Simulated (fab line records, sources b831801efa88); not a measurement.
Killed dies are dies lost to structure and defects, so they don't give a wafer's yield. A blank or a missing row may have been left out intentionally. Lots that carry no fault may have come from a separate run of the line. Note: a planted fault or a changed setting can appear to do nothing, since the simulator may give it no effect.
Comparing a struck lot with a sound one + flow sky130 + 15 out of 708 route steps
Sound: these wafers, L755.2, L755.3, L755.5. Struck: wafers L765.1, L765.3, L765.5. The cause comes at the end.
Order at every step that has rows: each side's tool, ch and its chambers, its first start. Under that, the readings that differ: sound wafers + struck wafers + difference of the means + sigmas: that difference in standard deviations of wafers without a fault.
alike: words and numbers the same on both sides, and readings whose means are apart by under 2 such deviations; not compared: readings that were withheld, readings missing a value for some wafer, numbers with overlapping values and no deviation given by the record, and bounds like >300 which may hide the same value.
A row with sigmas, a row that says differs or no value, or rows on one side alone: a step with any of these is where the two part. When numbers do not overlap yet have no deviation, they are printed without sigmas and do not part them. Lack of a reading on every wafer of one side parts them only where that side has two or more wafers.

first, 1 step without rows for these wafers: SKY_PWDE_IMPLANT_08.
SKY_PWDE_STRIP_09: strips in O2/N2.
  sound on plasma_asher-04 ch 1, day 4 16:28; struck on plasma_asher-03 ch 0, day 7 00:18
  alike: drypump_motor_current_A, oes_product_au, strip_time_to_endpoint_s
  not compared: rf_hours_counter_h
SKY_PWDE_TW_MEAS_10:
  struck on film_metro-01, day 7 00:24; sound on film_metro-02, day 4 16:34
  alike: PWDE_TW
then, 7 steps without rows for these wafers: SKY_NWELL_DEHYDRATE_03 (time 60 s); SKY_NWELL_HMDS_04 (prime time 60 s); SKY_NWELL_COAT_05 (resist thk 3000 nm); SKY_NWELL_SOFTBAKE_06; SKY_NWELL_EXPOSE_07 (exposes mask NWM, target cd 840 nm); SKY_NWELL_PEB_08; SKY_NWELL_DEVELOP_09 (develop time 60 s).
SKY_NWELL_OVL_MEAS_10:
  struck on overlay-02, day 7 20:29; sound on overlay-02, day 5 10:29
  alike: NWELL_00_OVL
then, 1 step without rows for these wafers: SKY_NWELL_IMPLANT_11.
SKY_NWELL_IMPLANT_12:
  sound on implanter-01 ch 0, day 5 10:42; struck on implanter-01 ch 0, day 7 20:41
| reading            | sound           | struck            | difference | sigmas |
|--------------------|-----------------|-------------------|------------|--------|
| beam_on_s (s)      | 9.91 10.10 9.96 | 11.45 11.56 11.43 | +1.49      | +8     |
| faraday_current_uA | 7.38 7.24 7.34  | 6.36 6.33 6.42    | -0.95      | -7     |
then, 1 step without rows for these wafers: SKY_NWELL_IMPLANT_13.
-- the record jumps here: 42 days lie between the struck wafers' starts before and after (it left off in module NWELL and takes up again in module PAD_OPEN, whose first step shown is number 708 of the route) --
SKY_PAD_OPEN_PROBE_99:
  struck on prober-02, day 49 22:17; sound on prober-01, day 47 02:29
| reading                                   | sound                   | struck                  | difference | sigmas |
|-------------------------------------------|-------------------------|-------------------------|------------|--------|
| killed_at_contacts                        | 24 22 13                | 28 42 27                | +13        | +2     |
| killed_at_front_end                       | 21 18 21                | 11 8 14                 | -9         | -2     |
| model.etest.pfet_01v8_lvt.drive_ua_um     | 174.2 173.1 173.7       | 166.1 166 167.3         | -7.2       |        |
| model.etest.pfet_g5v0d10v5.off_log10_a_um | -12.57 -12.66 -12.57    | -13.38 -13.3 -13.17     | -0.68      |        |
| model.etest.pfet_01v8_lvt.off_log10_a_um  | -8.838 -8.782 -8.641    | -9.121 -9.303 -9.324    | -0.496     |        |
| model.etest.pfet_g5v0d10v5.vt_sat_v (V)   | -0.6215 -0.6439 -0.6442 | -0.7118 -0.708 -0.7157  | -0.0753    |        |
| model.etest.pfet_16v.vt_v (V)             | -1.094 -1.08 -1.088     | -1.153 -1.16 -1.152     | -0.068     |        |
| model.etest.pfet_g5v0d10v5.vt_v (V)       | -0.8165 -0.8353 -0.8368 | -0.8807 -0.8775 -0.8877 | -0.0524    |        |
| model.etest.pfet_g5v0d10v5.vt_long_v (V)  | -0.9278 -0.9126 -0.9252 | -0.9724 -0.9743 -0.972  | -0.0510    |        |
| model.etest.pfet_01v8_lvt.vt_sat_v (V)    | -0.4391 -0.4446 -0.4381 | -0.4789 -0.483 -0.4784  | -0.0395    |        |
  alike: killed_at_M0_to_M3, killed_at_M4_up, killed_at_other, killed_dies, killed_open, killed_short

## WHERE THEY PART
Earliest at SKY_NWELL_IMPLANT_12; latest, in this record, at SKY_PAD_OPEN_PROBE_99.

WHY: what had been put in by the simulator
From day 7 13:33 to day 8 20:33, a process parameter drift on implanter-01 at SKY_NWELL_IMPLANT_12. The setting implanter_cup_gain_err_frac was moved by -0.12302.
